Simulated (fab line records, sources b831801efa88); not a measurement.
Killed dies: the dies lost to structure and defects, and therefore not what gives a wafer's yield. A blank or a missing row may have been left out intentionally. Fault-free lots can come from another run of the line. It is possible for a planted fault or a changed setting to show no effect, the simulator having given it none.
Which of the tools did it? | flow gf180mcu | 12 lots with 36 wafers sampled at 2 steps, on a route of 602 steps

WHAT EACH GAUGE READ, for each wafer
GF_HV_LDD_THK_MEAS_57.
lot  | measured     | on            | HV_LDD_CVD_56_THK (nm)
L762 | day 13 09:38 | film-metro-03 | 89.6 88.3 88.8
L765 | day 14 07:29 | film-metro-03 | 90.4 89.3 90.4
L767 | day 14 22:02 | film-metro-03 | 89.7 89.8 90.2
L768 | day 15 10:34 | film-metro-04 | 89.7 90.0 88.0
L769 | day 15 19:02 | film-metro-02 | 95.6 95.8 95.8
L770 | day 16 02:29 | film-metro-04 | 98.0 98.1 97.5
L771 | day 16 15:04 | film-metro-04 | 96.2 95.5 96.0
L778 | day 18 19:10 | film-metro-02 | 89.9 91.2 91.0
L779 | day 19 08:44 | film-metro-04 | 90.8 90.0 90.1
L780 | day 20 06:53 | film-metro-04 | 89.5 89.4 89.1
L781 | day 20 10:22 | film-metro-04 | 90.3 89.4 89.2
L782 | day 20 23:17 | film-metro-03 | 89.4 89.5 89.5

WHAT TOOL EACH LOT RAN ON (gives the tool, then ch and the chambers of the sampled wafers, and finally the start)
lot  | GF_HV_LDD_CVD_56
L762 | lpcvd-01 ch 0, day 13 08:11
L765 | lpcvd-01 ch 1, day 14 06:04
L767 | lpcvd-01 ch 1, day 14 20:36
L768 | lpcvd-01 ch 1, day 15 09:08
L769 | lpcvd-01 ch 1, day 15 17:34
L770 | lpcvd-01 ch 0, day 16 01:02
L771 | lpcvd-01 ch 1, day 16 13:38
L778 | lpcvd-02 ch 0, day 18 17:44
L779 | lpcvd-02 ch 1, day 19 07:18
L780 | lpcvd-02 ch 0, day 20 05:27
L781 | lpcvd-01 ch 0, day 20 08:56
L782 | lpcvd-01 ch 0, day 20 21:08
- GF_HV_LDD_CVD_56: deposits Si3N4 from DCS/NH3, target thk 90 nm, time 1543 s.

WHAT THE TOOLS THEMSELVES READ (means of the sampled wafers that have a number; where no wafer has one, the mark that the record gives instead)
The record holds no such reading with a usual standard deviation.

THE ANSWER, worked out from the rows above alone
Rule: the usual values come from the lots themselves. The widest of any qualifying gaps counts: lots, ordered by their means at a reading, are off when they make up no more than a third of the lots, leave a main group of 4 or more, and stand apart from it by 3 or more times the standard deviation of that group's means. A main group is skipped when, at the precision printed for the reading in the tables above, its means are all equal. A lot without any number at a reading at which 4 lots or more have one is off too. All remaining lots with rows at the step are treated as sound. The gauges are gone through in route order, then the tools' own readings, and for those a lot's mean is taken as printed above. The first step at which some lot is off is used, and at that step the reading that is off furthest; a lot without a number counts as furthest.
Off: L769, L770, L771, seen at GF_HV_LDD_THK_MEAS_57 (HV_LDD_CVD_56_THK). For the main group the mean is 89.7 nm and the standard deviation 0.53.
If a tool, at a process step before that reading, ran all the lots that are off and no sound lot after the first of them, it fits. Those tools and the gauges at GF_HV_LDD_THK_MEAS_57 are tried in the same way. Of those tried, none fits.

WHAT THE SIMULATOR PUT IN
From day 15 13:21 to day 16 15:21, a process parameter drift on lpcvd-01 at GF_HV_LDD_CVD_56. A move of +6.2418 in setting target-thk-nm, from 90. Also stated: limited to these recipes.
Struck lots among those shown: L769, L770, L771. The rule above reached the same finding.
